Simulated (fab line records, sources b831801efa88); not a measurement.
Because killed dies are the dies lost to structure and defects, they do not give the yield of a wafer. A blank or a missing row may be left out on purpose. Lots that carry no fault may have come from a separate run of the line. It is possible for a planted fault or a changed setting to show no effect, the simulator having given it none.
Chamber matching    flow sky130    cmp-01 running SKY_VIA4_CMP_02: 4 sister chambers
The step polishes SiO2. 4 wafers are shown with their chamber, then 12 later ones without.

== WAFERS WITH THEIR CHAMBER ==
wafer   chamber  motor_current_A (A)
L091.6  0        12.9
L092.1  3        9.7
L092.2  2        12.2
L092.4  1        12.2

== WAFERS WITH NO CHAMBER GIVEN ==
wafer   motor_current_A (A)
L094.2  10.7
L094.3  12.7
L094.5  11.3
L093.1  13.7
L093.2  12.0
L093.6  12.7
L096.1  13.4
L096.5  12.6
L096.6  9.9
L097.2  12.9
L097.3  11.1
L097.4  9.1

== WHICH CHAMBER EACH ONE RAN IN ==
wafer   from the rows above                in truth
L094.2  can't be placed: 3 or 1 or 2 or 0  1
L094.3  can't be placed: 0 or 1 or 2       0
L094.5  can't be placed: 1 or 2 or 0 or 3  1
L093.1  can't be placed: 0 or 1 or 2       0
L093.2  can't be placed: 1 or 2 or 0       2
L093.6  can't be placed: 0 or 1 or 2       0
L096.1  can't be placed: 0 or 1 or 2       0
L096.5  can't be placed: 0 or 1 or 2       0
L096.6  3                                  3
L097.2  can't be placed: 0 or 1 or 2       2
L097.3  can't be placed: 1 or 2 or 3 or 0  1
L097.4  3                                  3
2 of 12 placed correctly. Unplaceable from these rows: 10, with the true chamber sitting among the candidates in 10. Wrongly placed: 0.
How it was worked out, from the rows above alone: a wafer's distance from a chamber is the root of the sum, over the readings, of the square of ((its reading less the chamber's mean) divided by the reading's scatter). The wafer belongs to the nearest chamber; if the next one is less than 2 further off, it can't be placed. The mean given for a chamber averages the wafers shown for that chamber. The scatter: with one shown wafer a chamber, the root of the mean of the squares of how far each hidden wafer lies from its nearest shown one.
